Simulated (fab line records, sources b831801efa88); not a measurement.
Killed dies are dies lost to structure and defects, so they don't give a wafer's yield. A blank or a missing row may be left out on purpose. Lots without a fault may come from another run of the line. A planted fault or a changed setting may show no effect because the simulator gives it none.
Chamber matching | flow sfq_line | SFQ_TRILAYER_I5_BARC_OPEN_VIA_ETCH_200 on rie_diel-03: 4 sister chambers
The step etches BARC in O2, target depth 125 nm, time 41.7 s. 4 wafers are shown with their chamber, then 8 later ones without.

WAFERS WITH THEIR CHAMBER
wafer  | chamber | drypump_motor_current_A (A)
L673.1 | 1       | 5.4
L673.2 | 2       | 5.7
L678.6 | 3       | 5.8
L681.1 | 0       | 4.8

WAFERS WITHOUT THEIR CHAMBER
wafer  | drypump_motor_current_A (A)
L681.4 | 5.9
L681.6 | 5.4
L682.2 | 4.7
L682.3 | 5.8
L682.5 | 5.8
L686.1 | 5.7
L686.3 | 5.5
L686.5 | 5.9

WHICH CHAMBER EACH WENT THROUGH
wafer  | from the rows above     | in truth
L681.4 | can't be placed: 3 or 2 | 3
L681.6 | 1                       | 1
L682.2 | 0                       | 0
L682.3 | can't be placed: 3 or 2 | 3
L682.5 | can't be placed: 3 or 2 | 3
L686.1 | can't be placed: 2 or 3 | 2
L686.3 | can't be placed: 1 or 2 | 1
L686.5 | can't be placed: 3 or 2 | 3
Placed correctly: 2 of 8. Can't be placed from these rows: 6 (the true chamber is among the candidates in 6). Placed wrongly: 0.
How it was worked out, from the rows above alone: a wafer's distance from a chamber is the root of the sum, over the readings, of the square of ((its reading less the chamber's mean) divided by the reading's scatter). The wafer belongs to the nearest chamber; if the next one is less than 2 further off, it can't be placed. A chamber's mean is the mean of its shown wafers. The scatter: with one shown wafer a chamber, the root of the mean of the squares of how far each hidden wafer lies from its nearest shown one.
